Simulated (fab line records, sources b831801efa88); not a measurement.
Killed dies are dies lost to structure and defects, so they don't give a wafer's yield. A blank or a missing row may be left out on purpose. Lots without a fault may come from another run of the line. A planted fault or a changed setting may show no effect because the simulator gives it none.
One fault seen from 2 desks | flow gf180mcu | each desk has only its own numbers; what lay behind them comes last

THE METROLOGY DESK
What the gauges read, lot by lot, whatever tool the lot ran on: means of the sampled wafers that have a number. A lot is out of limits, marked OUT, if its mean lies more than 4 standard deviations from the usual mean; the brackets give that distance.
Columns: A = V5_CVD_02_THK at GF_V5_THK_MEAS_03, usual 1455 nm
lot  | first seen here | A
L872 | day 26 18:53    | 1466
L873 | day 27 00:20    | 1455
L875 | day 27 17:16    | 1449
L882 | day 29 21:19    | 1427
L883 | day 30 08:52    | 1439
L884 | day 30 09:56    | 1456
L886 | day 31 01:42    | 1448
L887 | day 31 09:34    | 1459
L889 | day 31 14:49    | 1474
L891 | day 32 07:50    | 1435
L892 | day 32 10:56    | 1435
L893 | day 32 12:41    | 1448
L894 | day 32 23:04    | 1442
This desk's finding: nothing out of limits on any of the 13 lots.

THE TOOL OWNER'S DESK: pvd_sputter-01
The tool's own readings at GF_TOP_METAL_SPUTTER_04 (material TiN, target thk 25 nm, time 20.8 s): means of the sampled wafers that have a number, for each lot that ran on this tool. A lot is out of limits, marked OUT, if its mean lies more than 4 standard deviations from the usual mean; the brackets give that distance.
Columns: A = cathode_dc_power_W at GF_TOP_METAL_SPUTTER_04, usual 6500.0 W; B = throttle_valve_pct at GF_TOP_METAL_SPUTTER_04, usual 30.1 %
lot  | first seen here | A                        | B
L872 | day 27 16:55    | 6500.2                   | 29.7
L873 | day 27 22:44    | 6499.6                   | 29.2
L882 | day 30 18:18    | 5466.1 (-99 or more) OUT | 29.2
L883 | day 31 04:59    | 5465.6 (-99 or more) OUT | 29.6
L884 | day 31 06:05    | 5463.7 (-99 or more) OUT | 29.3
L894 | day 33 16:37    | 6500.8                   | 30.1
This desk's finding: out of limits on L882, L883, L884; first on L882, day 30 18:18 (cathode_dc_power_W at GF_TOP_METAL_SPUTTER_04). In limits: L872, L873, L894.

PUT TOGETHER
The tool owner's desk could have raised an alarm at day 30 18:18, on L882, L883, L884.
The metrology desk saw nothing out of limits.
The metrology desk has L882, L883, L884 on record, within its limits.
Of the lots named, all ran GF_TOP_METAL_SPUTTER_04 on pvd_sputter-01.

WHAT THE SIMULATOR HAD PUT IN
Process parameter drift: pvd_sputter-01, from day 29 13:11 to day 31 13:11, at GF_TOP_METAL_SPUTTER_04. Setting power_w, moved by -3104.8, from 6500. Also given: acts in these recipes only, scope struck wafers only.
Lots struck among those shown: L882, L883, L884.
Hours from the fault's start to each desk's first reading out of limits: the tool owner's desk, 29.
